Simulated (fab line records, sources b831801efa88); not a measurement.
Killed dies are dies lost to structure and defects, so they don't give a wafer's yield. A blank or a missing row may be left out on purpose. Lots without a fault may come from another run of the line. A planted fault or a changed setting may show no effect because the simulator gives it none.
Which tool did it? | flow sky130 | 13 lots, 39 wafers sampled, at 5 steps of a route of 708

WHAT THE GAUGES READ, wafer by wafer
The record holds no reading of a measuring or inspecting step that can be judged against a usual standard deviation.

WHICH TOOL RAN EACH LOT (tool, then ch and the chambers of the sampled wafers, then the start)
lot  | SKY_PWDE_STRIP_09                   | SKY_NWELL_STRIP_14                   | SKY_METAL3_SPUTTER_01        | SKY_CAPM_METAL_ETCH_13            | SKY_VIA3_STRIP_16
L617 | plasma_asher-04 ch 0,1, day 3 22:05 | plasma_asher-02 ch 0,1, day 4 15:08  | pvd_sputter-01, day 36 09:32 | rie_metal-04 ch 0, day 37 11:41   | plasma_asher-03 ch 0,1, day 39 16:50
L618 | plasma_asher-02 ch 0,1, day 4 02:28 | plasma_asher-01 ch 0,1, day 4 19:28  | pvd_sputter-03, day 36 11:53 | rie_metal-02 ch 0,1, day 37 14:04 | plasma_asher-02 ch 0,1, day 39 18:08
L619 | plasma_asher-02 ch 0,1, day 4 09:34 | plasma_asher-01 ch 0,1, day 5 03:22  | pvd_sputter-03, day 37 03:02 | rie_metal-02 ch 0,1, day 38 05:18 | plasma_asher-03 ch 0,1, day 40 11:28
L620 | plasma_asher-02 ch 0,1, day 4 13:41 | plasma_asher-01 ch 0,1, day 5 07:31  | pvd_sputter-01, day 37 07:43 | rie_metal-02 ch 0,1, day 38 09:17 | plasma_asher-03 ch 0,1, day 40 13:46
L621 | plasma_asher-01 ch 0,1, day 4 20:08 | plasma_asher-03 ch 1, day 5 14:25    | pvd_sputter-04, day 37 17:17 | rie_metal-04 ch 1, day 38 19:09   | plasma_asher-03 ch 0,1, day 40 22:17
L630 | plasma_asher-04 ch 0,1, day 7 01:17 | plasma_asher-03 ch 0,1, day 7 21:40  | pvd_sputter-04, day 40 19:10 | rie_metal-04 ch 0,1, day 41 18:50 | plasma_asher-01 ch 0,1, day 43 20:08
L631 | plasma_asher-04 ch 0,1, day 7 06:11 | plasma_asher-01 ch 0,1, day 8 02:29  | pvd_sputter-03, day 41 01:31 | rie_metal-02 ch 0,1, day 42 01:07 | plasma_asher-03 ch 0,1, day 44 02:34
L633 | plasma_asher-02 ch 0,1, day 7 14:44 | plasma_asher-02 ch 0,1, day 8 10:41  | pvd_sputter-04, day 41 06:46 | rie_metal-04 ch 0,1, day 42 05:41 | plasma_asher-03 ch 0,1, day 44 05:56
L634 | plasma_asher-01 ch 0,1, day 7 20:17 | plasma_asher-02 ch 0,1, day 8 17:11  | pvd_sputter-04, day 41 15:44 | rie_metal-04 ch 0,1, day 42 15:35 | plasma_asher-03 ch 0,1, day 44 16:31
L635 | plasma_asher-02 ch 0, day 8 04:34   | plasma_asher-02 ch 0,1, day 9 02:22  | pvd_sputter-03, day 42 01:35 | rie_metal-02 ch 1, day 43 01:04   | plasma_asher-02 ch 0,1, day 45 01:02
L638 | plasma_asher-02 ch 0,1, day 8 23:17 | plasma_asher-01 ch 0,1, day 9 21:45  | pvd_sputter-01, day 42 18:59 | rie_metal-02 ch 0,1, day 43 18:04 | plasma_asher-03 ch 0,1, day 45 16:39
L639 | plasma_asher-02 ch 0,1, day 9 04:37 | plasma_asher-01 ch 0,1, day 10 02:55 | pvd_sputter-03, day 43 01:45 | rie_metal-02 ch 0, day 44 00:49   | plasma_asher-01 ch 0,1, day 45 23:08
L640 | plasma_asher-04 ch 0,1, day 9 13:04 | plasma_asher-01 ch 0,1, day 10 11:56 | pvd_sputter-01, day 43 10:56 | rie_metal-04 ch 0,1, day 44 10:02 | plasma_asher-02 ch 0,1, day 46 07:08
- SKY_PWDE_STRIP_09: strips in O2/N2.
- SKY_NWELL_STRIP_14: strips in O2/N2.
- SKY_METAL3_SPUTTER_01: material TiN, target thk 20 nm, time 16.7 s.
- SKY_CAPM_METAL_ETCH_13: etches TiN in Cl2/BCl3, stops on SiO2, target depth 220 nm, time 62.9 s.
- SKY_VIA3_STRIP_16: strips in O2/N2.

WHAT THE TOOLS THEMSELVES READ (means of the sampled wafers that have a number; where no wafer has one, the mark that the record gives instead)
SKY_PWDE_STRIP_09.
lot  | tool            | drypump_motor_current_A (A) | oes_product_au (a.u.) | strip_time_to_endpoint_s (s)
L617 | plasma_asher-04 | 5.2                         | 0.722                 | 36.99
L618 | plasma_asher-02 | 6.0                         | 0.720                 | 37.07
L619 | plasma_asher-02 | 6.0                         | 0.723                 | 37.07
L620 | plasma_asher-02 | 6.0                         | 0.964                 | -
L621 | plasma_asher-01 | 5.3                         | 0.726                 | 37.08
L630 | plasma_asher-04 | 5.2                         | 0.722                 | 37.12
L631 | plasma_asher-04 | 5.2                         | 0.723                 | 36.99
L633 | plasma_asher-02 | 6.0                         | 0.720                 | 36.98
L634 | plasma_asher-01 | 5.3                         | 0.727                 | 36.94
L635 | plasma_asher-02 | 6.0                         | 0.723                 | 36.91
L638 | plasma_asher-02 | 6.0                         | 0.718                 | 37.18
L639 | plasma_asher-02 | 6.0                         | 0.722                 | 36.97
L640 | plasma_asher-04 | 5.1                         | 0.725                 | 36.86

SKY_NWELL_STRIP_14.
lot  | tool            | drypump_motor_current_A (A) | oes_product_au (a.u.) | strip_time_to_endpoint_s (s)
L617 | plasma_asher-02 | 6.0                         | 0.718                 | 36.94
L618 | plasma_asher-01 | 5.3                         | 0.721                 | 37.13
L619 | plasma_asher-01 | 5.3                         | 0.722                 | 37.03
L620 | plasma_asher-01 | 5.3                         | 0.720                 | 41.30
L621 | plasma_asher-03 | 5.9                         | 0.725                 | 37.04
L630 | plasma_asher-03 | 6.3                         | 0.724                 | 36.98
L631 | plasma_asher-01 | 5.3                         | 0.720                 | 37.00
L633 | plasma_asher-02 | 5.9                         | 0.719                 | 37.10
L634 | plasma_asher-02 | 6.0                         | 0.721                 | 36.93
L635 | plasma_asher-02 | 6.0                         | 0.725                 | 36.93
L638 | plasma_asher-01 | 5.2                         | 0.722                 | 37.03
L639 | plasma_asher-01 | 5.3                         | 0.720                 | 37.04
L640 | plasma_asher-01 | 5.2                         | 0.720                 | 36.86

SKY_METAL3_SPUTTER_01.
lot  | tool           | throttle_valve_pct (%)
L617 | pvd_sputter-01 | 29.0
L618 | pvd_sputter-03 | 29.6
L619 | pvd_sputter-03 | 29.4
L620 | pvd_sputter-01 | 29.9
L621 | pvd_sputter-04 | 30.1
L630 | pvd_sputter-04 | 30.2
L631 | pvd_sputter-03 | 29.6
L633 | pvd_sputter-04 | 30.0
L634 | pvd_sputter-04 | 30.7
L635 | pvd_sputter-03 | 29.8
L638 | pvd_sputter-01 | 30.9
L639 | pvd_sputter-03 | 29.6
L640 | pvd_sputter-01 | 29.9

SKY_CAPM_METAL_ETCH_13.
lot  | tool         | drypump_motor_current_A (A) | oes_product_au (a.u.) | throttle_valve_pct (%)
L617 | rie_metal-04 | 6.0                         | 0.943                 | 21.905
L618 | rie_metal-02 | 5.6                         | 0.941                 | 21.893
L619 | rie_metal-02 | 5.4                         | 0.938                 | 21.914
L620 | rie_metal-02 | 5.4                         | 0.941                 | 21.900
L621 | rie_metal-04 | 5.2                         | 0.938                 | 21.904
L630 | rie_metal-04 | 5.4                         | 0.942                 | 21.902
L631 | rie_metal-02 | 5.6                         | 0.942                 | 21.900
L633 | rie_metal-04 | 5.7                         | 0.936                 | 21.899
L634 | rie_metal-04 | 5.4                         | 0.944                 | 21.897
L635 | rie_metal-02 | 5.8                         | 0.941                 | 21.906
L638 | rie_metal-02 | 5.4                         | 0.934                 | 21.903
L639 | rie_metal-02 | 5.2                         | 0.936                 | 21.911
L640 | rie_metal-04 | 5.7                         | 0.939                 | 21.898

SKY_VIA3_STRIP_16.
lot  | tool            | drypump_motor_current_A (A) | oes_product_au (a.u.) | strip_time_to_endpoint_s (s)
L617 | plasma_asher-03 | 6.3                         | 0.405                 | 4.123
L618 | plasma_asher-02 | 5.9                         | 0.398                 | 4.102
L619 | plasma_asher-03 | 6.3                         | 0.401                 | 4.121
L620 | plasma_asher-03 | 6.4                         | 0.406                 | 4.101
L621 | plasma_asher-03 | 6.3                         | 0.401                 | 4.144
L630 | plasma_asher-01 | 5.3                         | 0.403                 | 4.163
L631 | plasma_asher-03 | 6.3                         | 0.402                 | 4.140
L633 | plasma_asher-03 | 6.1                         | 0.401                 | 4.174
L634 | plasma_asher-03 | 6.1                         | 0.402                 | 4.143
L635 | plasma_asher-02 | 6.0                         | 0.413                 | 4.172
L638 | plasma_asher-03 | 6.1                         | 0.403                 | 4.115
L639 | plasma_asher-01 | 5.3                         | 0.400                 | 4.144
L640 | plasma_asher-02 | 6.0                         | 0.396                 | 4.123

THE ANSWER, worked out from the rows above alone
Rule: what is usual is taken from the lots themselves. Put in order of their means at a reading, lots are off if they are a third of the lots or fewer, leave a main group of 4 or more, and stand apart from it by a gap of 3 or more times the standard deviation of the main group's means; of several such gaps the widest counts. A main group whose means are all the same, to the digits that the tables above print for the reading, isn't used. A lot without any number at a reading at which 4 lots or more have one is off too. The other lots that the step has rows for count as sound. The gauges are gone through in route order, then the tools' own readings, and for those a lot's mean is taken as printed above. The first step at which some lot is off is used, and at that step the reading that is off furthest; a lot without a number counts as furthest.
Off: L620, at SKY_PWDE_STRIP_09 (strip_time_to_endpoint_s). Without a number there: L620. The main group: mean 37.01 s, standard deviation 0.088.
A tool fits if, at that step or a process step before it, it ran every lot that is off, and no sound lot after the first of them. None of those tried fits.

WHAT THE SIMULATOR HAD PUT IN
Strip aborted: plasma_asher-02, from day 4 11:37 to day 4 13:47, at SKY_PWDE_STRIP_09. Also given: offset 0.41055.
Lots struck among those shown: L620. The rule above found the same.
